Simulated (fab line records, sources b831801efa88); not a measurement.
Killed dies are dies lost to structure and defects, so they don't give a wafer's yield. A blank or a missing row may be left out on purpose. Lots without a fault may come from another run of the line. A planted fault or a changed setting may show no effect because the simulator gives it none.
A struck lot beside a sound one | flow gf180mcu | 14 steps out of a route of 602
Sound: wafers L928.1, L928.3, L928.5. Struck: wafers L921.3, L921.4, L921.6. The cause comes at the end.
At each step with rows: each side's tool, then ch and its chambers, then its first start. Under that, the readings that differ: sound wafers | struck wafers | difference of the means | sigmas: that difference in standard deviations of wafers without a fault.
alike: readings whose means differ by less than 2 such deviations, and words and numbers that are the same on both sides. not compared: withheld readings, readings that some wafer has no value for, bounds like >300 that may hide the same value, and numbers for which the record gives no deviation and whose values overlap.
The two part at a step that has a row with sigmas, a row that says differs or no value, or rows on one side only. Numbers that don't overlap but have no deviation are shown without sigmas and don't part them. A reading that every wafer of one side lacks parts them only if that side has two wafers or more.

GF_VT_IMPLANT_RS_MEAS_47: measures by four-point-probe.
  sound on film_metro-01, day 12 00:06; struck on film_metro-02, day 10 03:02
  alike: NWELL_RS
GF_VT_IMPLANT_RS_MEAS_48: measures by four-point-probe.
  sound on film_metro-01, day 12 00:13; struck on film_metro-02, day 10 03:10
  alike: LVPWELL_RS
GF_VT_IMPLANT_RS_MEAS_49: measures by four-point-probe.
  sound on film_metro-01, day 12 00:20; struck on film_metro-02, day 10 03:17
  alike: MVPSD_RS
then, 4 steps without rows for these wafers: GF_VT_IMPLANT_WET_ETCH_50 (etches SiO2 in dHF, target depth 20 nm, time 400 s); GF_DUAL_GATE_CLEAN_00 (cleans in SC1/SC2, time 150 s); GF_DUAL_GATE_CLEAN_01 (cleans in dHF, time 20 s); GF_DUAL_GATE_OXIDATION_02 (stabilise 600 s, purge 300 s, target thk 10.887 nm).
GF_DUAL_GATE_THK_MEAS_03:
  sound on film_metro-02, day 12 02:05; struck on film_metro-03, day 10 05:01
  alike: DUAL_GATE_OXIDATION_00_THK
then, 4 steps without rows for these wafers: GF_DUAL_GATE_DEHYDRATE_04 (time 60 s); GF_DUAL_GATE_HMDS_05 (prime time 60 s); GF_DUAL_GATE_COAT_06 (resist thk 1000 nm); GF_DUAL_GATE_SOFTBAKE_07 (time 60 s).
GF_DUAL_GATE_EXPOSE_08: exposes mask Dualgate, target cd 700 nm.
  sound on iline_stepper-01 ch 0, day 12 11:09; struck on iline_stepper-01, day 10 13:40
  no value came back on the struck wafers for exposure_dose_mJ_cm2, focus_offset_nm (nm); on the sound wafers exposure_dose_mJ_cm2 reads 140.05 140.11 139.93
  alike: mask
then, 1 step without rows for these wafers: GF_DUAL_GATE_PEB_09.

WHERE THEY PART
Only at GF_DUAL_GATE_EXPOSE_08, within this record.

WHY: what the simulator had put in
Skipped step whole: iline_stepper-01, from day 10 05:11 on, at GF_DUAL_GATE_EXPOSE_08. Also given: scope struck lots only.
